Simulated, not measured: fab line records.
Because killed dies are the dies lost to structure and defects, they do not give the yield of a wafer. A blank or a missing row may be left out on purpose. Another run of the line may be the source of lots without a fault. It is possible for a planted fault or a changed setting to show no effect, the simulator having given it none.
A lot that was struck, set against a sound lot    flow gf180mcu    24 out of 602 route steps
Sound: the wafers L962.1, L962.4, L962.6. The struck wafers were L970.4, L970.5, L970.6. At the end, the cause is stated.
For every step that has rows: the tool of each side, followed by ch and its chambers, followed by its first start. Under that, the readings that differ: sound wafers    struck wafers    difference of the means    sigmas: that difference in standard deviations of wafers without a fault.
alike: a reading whose means differ by less than 2 such deviations, as well as words and numbers matching on both sides. not compared: withheld readings; readings where some wafer has no value; bounds like >300 that might hide an equal value; numbers whose values overlap and for which the record gives no deviation.
A row with sigmas, a row that says differs or no value, or rows on one side alone: a step with any of these is where the two part. Numbers that don't overlap but have no deviation are shown without sigmas and don't part them. A reading that every wafer of one side lacks parts them only if that side has two wafers or more.

first, 7 steps without rows for these wafers: GF_STI_DEHYDRATE_05 (time 60 s); GF_STI_HMDS_06 (prime time 60 s); GF_STI_COAT_07 (resist thk 700 nm); GF_STI_SOFTBAKE_08 (time 60 s); GF_STI_EXPOSE_09 (exposes mask COMP, target cd 220 nm); GF_STI_PEB_10 (peb time 90 s); GF_STI_DEVELOP_11 (develop time 60 s).
GF_STI_CD_MEAS_12: the cd target is 220 nm.
  sound on cdSem-02, day 2 02:06; struck on cdSem-01, day 3 18:45
  alike: cdNm
GF_STI_ETCH_13: etches the open film in CHF3/O2, stops on Si, target depth 282.31 nm, time 112.9 s.
  sound on rieDiel-01 ch 0,2,3, day 2 02:13; struck on rieDiel-03 ch 0,2,3, day 3 18:49
  alike: O2_flow_sccm, drypumpMotorCurrentA, oesProductAu, runLengthS, throttleValvePct
  not compared: rfHoursCounterH
GF_STI_ETCH_14: etches Si in HBr/Cl2/O2, target depth 360 nm, time 102.9 s.
  sound on rieSi-01 ch 1,2,3, day 2 02:17; struck on rieSi-01 ch 2,3, day 3 18:53
  alike: O2_flow_sccm, drypumpMotorCurrentA, oesProductAu, runLengthS, throttleValvePct
  not compared: rfHoursCounterH
GF_STI_STRIP_15: strips in O2/N2.
  sound on plasmaAsher-04 ch 0,1, day 2 02:22; struck on plasmaAsher-02 ch 0,1, day 3 19:00
  alike: drypumpMotorCurrentA, heaterPowerW, oesProductAu, stripTimeToEndpointS
  not compared: rfHoursCounterH
then, 1 step without rows for these wafers: GF_STI_CLEAN_16 (cleans in dHF, time 25 s).
GF_STI_WET_ETCH_17: etches Si3N4 in H3PO4, target depth 45 nm, time 514 s.
  sound on wetBench-01 ch 1, day 2 02:29; struck on wetBench-03 ch 2, day 3 19:05
reading                               sound              struck             difference  sigmas
runLengthS (s)                        541 541 541        98 98 98           -443        -99 or more
model.Si3N4_of_STI_CVD_03.thkNm (nm)  159.8 161.1 160.6  201.1 201.7 200.5  +40.6       
then, 4 steps without rows for these wafers: GF_STI_CLEAN_18 (cleans in SC1/SC2, time 146.2 s); GF_STI_CLEAN_19 (cleans in dHF, time 20 s); GF_STI_WET_ETCH_20 (etches SiO2 in dHF, target depth 20 nm, time 400 s); GF_STI_OXIDATION_21 (stabilise 600 s, purge 300 s, target thk 15 nm).
GF_STI_THK_MEAS_22:
  sound on filmMetro-03, day 2 03:57; struck on filmMetro-01, day 3 21:10
  alike: STI_OXIDATION_01_THK
then, 1 step without rows for these wafers: GF_STI_CVD_23 (deposits SiO2, target thk 650 nm, time 108.3 s).
GF_STI_THK_MEAS_24:
  sound on filmMetro-01, day 2 04:05; struck on filmMetro-03, day 3 21:18
  alike: STI_CVD_23_THK
GF_STI_CMP_25: polishes, stops on Si3N4, t overpolish 33 s, target thk 524.6 nm.
  sound on cmp-02 ch 2,3, day 2 04:11; struck on cmp-01 ch 0,1, day 3 21:23
  alike: motorCurrentA
GF_STI_WET_ETCH_26: etches SiO2 in dHF, target depth 94 nm, time 188 s.
  sound on wetBench-03 ch 0, day 2 04:26; struck on wetBench-03 ch 0, day 3 21:38
reading                               sound            struck           difference  sigmas
model.Si3N4_of_STI_CVD_03.thkNm (nm)  149 150.3 149.8  190.4 191 189.8  +40.7       
  alike: runLengthS
then, 1 step without rows for these wafers: GF_STI_WET_ETCH_27 (etches Si3N4 in H3PO4, target depth 160 nm, time 1825 s).
-- the record jumps here: 28 days lie between the struck wafers' starts before and after (it left off in module STI and takes up again in module PASSIVATION, whose first step shown is number 602 of the route) --
GF_PASSIVATION_PROBE_99:
  sound on prober-01, day 29 00:52; struck on prober-01, day 31 10:58
reading                              sound                          struck                        difference  sigmas
model.etest.pwellInDnwell.lineOhmUm  3919 4059 4078                 4987 5010 5007                +983        
model.etest.pwellInDnwell.rsOhmSq    2363 2419 2415                 2939 2997 2938                +559        
model.etest.pDrift.rsOhmSq           2320 2376 2382                 3030 3078 3032                +687        
model.etest.nDrift.rsOhmSq           1152 1176 1181                 1421 1446 1409                +256        
model.etest.ldpmos_10p0.rOnOhmUm     1.108e+04 1.121e+04 1.116e+04  1.137e+04 1.15e+04 1.146e+04  +2.933e+02  
model.etest.nwell.lineOhmUm          1181 1200 1203                 1312 1308 1281                +106        
model.etest.nwell.rsOhmSq            1019 1034 1036                 1128 1125 1118                +94         
model.etest.ldnmos_10p0.rOnOhmUm     3688 3724 3720                 3824 3868 3862                +141        

== WHERE THEY PART ==
At GF_STI_WET_ETCH_17 and nowhere else, as far as this record goes. Later steps at which nothing parts them and some readings are alike: GF_STI_THK_MEAS_22, GF_STI_THK_MEAS_24, GF_STI_CMP_25, GF_STI_WET_ETCH_26.

WHY: the cause the simulator had injected
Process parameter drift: wetBench-03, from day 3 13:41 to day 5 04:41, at GF_STI_WET_ETCH_17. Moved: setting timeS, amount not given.
